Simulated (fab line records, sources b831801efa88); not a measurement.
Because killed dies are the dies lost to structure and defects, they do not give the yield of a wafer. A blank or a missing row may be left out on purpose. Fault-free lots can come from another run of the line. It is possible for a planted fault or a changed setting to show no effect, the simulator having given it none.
Which tool is to blame? || flow gf180mcu || 18 wafers from 6 lots sampled at 3 of the route's 602 steps

WHAT EACH GAUGE READ, for each wafer
GF_V1_THK_MEAS_01.
{"lot": "L637", "measured": "day 17 10:05", "on": "film_metro-04", "V1_CVD_00_THK (nm)": "601 597 604"}
{"lot": "L644", "measured": "day 20 07:19", "on": "film_metro-04", "V1_CVD_00_THK (nm)": "590 591 578"}
{"lot": "L652", "measured": "day 23 02:14", "on": "film_metro-02", "V1_CVD_00_THK (nm)": "594 599 599"}
{"lot": "L655", "measured": "day 23 23:01", "on": "film_metro-04", "V1_CVD_00_THK (nm)": "595 606 590"}
{"lot": "L657", "measured": "day 24 18:01", "on": "film_metro-03", "V1_CVD_00_THK (nm)": "599 607 596"}
{"lot": "L659", "measured": "day 25 18:25", "on": "film_metro-04", "V1_CVD_00_THK (nm)": "600 599 608"}

TOOL THAT RAN EACH LOT (tool first, then ch and the chambers of the sampled wafers, then the start)
{"lot": "L637", "GF_CONTACT_SPUTTER_22": "pvd_sputter-03, day 16 09:01", "GF_M1_SPUTTER_04": "pvd_sputter-02, day 16 10:06"}
{"lot": "L644", "GF_CONTACT_SPUTTER_22": "pvd_sputter-01, day 19 05:01", "GF_M1_SPUTTER_04": "pvd_sputter-04, day 19 05:53"}
{"lot": "L652", "GF_CONTACT_SPUTTER_22": "pvd_sputter-04, day 22 01:34", "GF_M1_SPUTTER_04": "pvd_sputter-02, day 22 02:25"}
{"lot": "L655", "GF_CONTACT_SPUTTER_22": "pvd_sputter-03, day 22 22:36", "GF_M1_SPUTTER_04": "pvd_sputter-01, day 22 23:28"}
{"lot": "L657", "GF_CONTACT_SPUTTER_22": "pvd_sputter-03, day 23 14:01", "GF_M1_SPUTTER_04": "pvd_sputter-01, day 23 14:52"}
{"lot": "L659", "GF_CONTACT_SPUTTER_22": "pvd_sputter-03, day 24 19:10", "GF_M1_SPUTTER_04": "pvd_sputter-01, day 24 20:02"}
- GF_CONTACT_SPUTTER_22: material Ti, target thk 15 nm, time 80.02 s.
- GF_M1_SPUTTER_04: material TiN, target thk 50 nm, time 41.7 s.

THE ANSWER, worked out from the rows above alone
Rule: the usual values come from the lots themselves. The widest of any qualifying gaps counts: lots, ordered by their means at a reading, are off when they make up no more than a third of the lots, leave a main group of 4 or more, and stand apart from it by 3 or more times the standard deviation of that group's means. Not used: any main group whose means are identical at the precision the tables above print for the reading. Also off: a lot with no number at a reading for which 4 or more lots have one. All remaining lots with rows at the step are treated as sound.
Off: L644, seen at GF_V1_THK_MEAS_01 (V1_CVD_00_THK). The main group has a mean of 600 nm with a standard deviation of 2.1.
If a tool, at a process step before that reading, ran all the lots that are off and no sound lot after the first of them, it fits. Gauges at GF_V1_THK_MEAS_01: tried the same way as those tools. Undecided on this evidence; 2 tools fit (pvd_sputter-01 at GF_CONTACT_SPUTTER_22, pvd_sputter-04 at GF_M1_SPUTTER_04).

WHAT HAD BEEN PUT IN BY THE SIMULATOR
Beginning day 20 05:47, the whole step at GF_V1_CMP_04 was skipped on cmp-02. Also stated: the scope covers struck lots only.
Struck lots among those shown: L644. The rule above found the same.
